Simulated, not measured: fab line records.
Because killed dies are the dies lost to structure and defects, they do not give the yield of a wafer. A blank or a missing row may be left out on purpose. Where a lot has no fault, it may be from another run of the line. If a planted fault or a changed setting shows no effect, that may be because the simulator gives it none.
Chamber matching -- flow sky130 -- SKY_PAD_OPEN_ETCH_07 on rie_diel-03: 4 sister chambers
The step etches the open film in CF4/O2, stops on AlCu, target depth 725 nm, time 161.1 s. 7 wafers are shown with their chamber, then 7 later ones without.

== WAFERS PAIRED WITH THEIR CHAMBERS ==
wafer,chamber,oes_product_au (a.u.),O2_flow_sccm (sccm)
L834.5,2,0.976,10.019
L836.1,2,0.971,10.012
L853.1,1,0.971,9.993
L853.4,3,0.981,9.974
L853.5,0,0.965,10.024
L854.3,3,0.976,9.978
L854.5,1,0.978,10.029

== WAFERS WITHOUT THEIR CHAMBER ==
wafer,oes_product_au (a.u.),O2_flow_sccm (sccm)
L854.6,0.977,9.988
L855.3,0.965,9.955
L855.4,0.978,10.016
L855.6,0.975,10.002
L857.2,0.967,10.053
L857.4,0.975,9.950
L857.5,0.966,9.947

== WHICH CHAMBER EACH WENT THROUGH ==
wafer,from the rows above,in truth
L854.6,can't be placed: 3 or 1 or 2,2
L855.3,can't be placed: 3 or 1 or 2 or 0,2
L855.4,can't be placed: 1 or 2 or 3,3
L855.6,can't be placed: 1 or 2 or 3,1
L857.2,can't be placed: 0 or 2 or 1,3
L857.4,3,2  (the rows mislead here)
L857.5,can't be placed: 3 or 1 or 2 or 0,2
Correct placement for 0 of the 7. Not placeable from these rows: 6 (in 5, the candidates include the true chamber). Placed wrongly: 1.
How it was worked out, from the rows above alone: a wafer's distance from a chamber is the root of the sum, over the readings, of the square of ((its reading less the chamber's mean) divided by the reading's scatter). If the next closest chamber is less than 2 further off than the closest, the wafer can't be placed; otherwise it belongs to the closest. A chamber's mean is the mean of its shown wafers. The scatter: the root of (the sum of the squares of (reading less its chamber's mean) over the shown wafers, divided by (wafers less chambers)).
